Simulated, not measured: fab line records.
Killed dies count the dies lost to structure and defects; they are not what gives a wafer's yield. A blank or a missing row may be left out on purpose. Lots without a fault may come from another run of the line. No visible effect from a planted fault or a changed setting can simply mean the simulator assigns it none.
Problem report in the 8D (eight disciplines) form, filled by code	flow sky130	the parts of the form that need people (team, actions taken, sign-off) are left out

## 1. PROBLEM STATEMENT
Mean of doseIonsCm2 at SKY_VT_ADJUST_NCORE_IMPLANT_09: 2.2433e+12 across 6 wafers in 2 lots; on wafers with no fault it is 2.3992e+12 (standard deviation 2.5e+09). That puts it -62 standard deviations away from the usual mean.
The first sign was on wafer L460.1 at day 11 16:03, on implanter-01. Wafers with a number at this step in the record: 18, from 6 lots. Rule for "out" (also "out of limits"): further than 4 standard deviations from the usual mean. Any other wafer with a number is counted as sound.

## 2. WHAT IT IS, AND WHAT IT ISN'T
question	is	is not
which readings at this step	doseIonsCm2	-
which lots	L460, L463	L451, L457, L461, L471
which wafers of those lots	all that have a number	-
read on which tools	implanter-01	implanter-03
when	from day 11 16:03	up to then (6 sound wafers); but 6 sound wafers of L461, L471 came after

## 3. THE SUSPECTS, EACH WITH WHAT RULES IT OUT
Counting: a tool at any process step up to the reading remains a suspect when it ran all the lots that are out and ran no sound lot after the first of those.
- plasmaAsher-04 at SKY_VT_ADJUST_LVTN_STRIP_20 (strips in O2/N2): ruled out as a lasting fault. After its first lot that is out, L460 (day 10 16:01), sound lots L461, L471 ran on it.
- implanter-01 at SKY_VT_ADJUST_NCORE_IMPLANT_09: kept. It ran every lot that is out, first L460 (day 11 16:03), and no sound lot after that; its last sound lot up to then is L457 (day 10 21:51). Out on those wafers are its own readings of doseIonsCm2.
Left after counting: implanter-01 at SKY_VT_ADJUST_NCORE_IMPLANT_09.

## 4. THE CAUSE (what the simulator had put in)
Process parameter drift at SKY_VT_ADJUST_NCORE_IMPLANT_09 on implanter-01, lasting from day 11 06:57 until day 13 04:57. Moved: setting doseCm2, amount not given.
Only this tool survived the counting.

## 5. THE EFFECT CHAIN, in route order
One row per reading whose mean, taken over the struck wafers that have a number, lies over 3 standard deviations from the usual. Only readings whose record carries a usual standard deviation are examined. hours: median over the lots of the time between each lot's start at the first step of this table that gives one and its start at this step. sigmas: the change, counted in usual standard deviations.
hours	step	reading	usual	on struck wafers	change	sigmas
0	SKY_VT_ADJUST_NCORE_IMPLANT_09	doseIonsCm2	2.3992e+12	2.2433e+12	-1.5587e+11	-62
The process steps in it:
- SKY_VT_ADJUST_NCORE_IMPLANT_09

## 6. WHAT WOULD HAVE CAUGHT IT SOONER
The fault began at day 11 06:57; the first out-of-limits reading in this record came at day 11 16:03, 9 hours later.
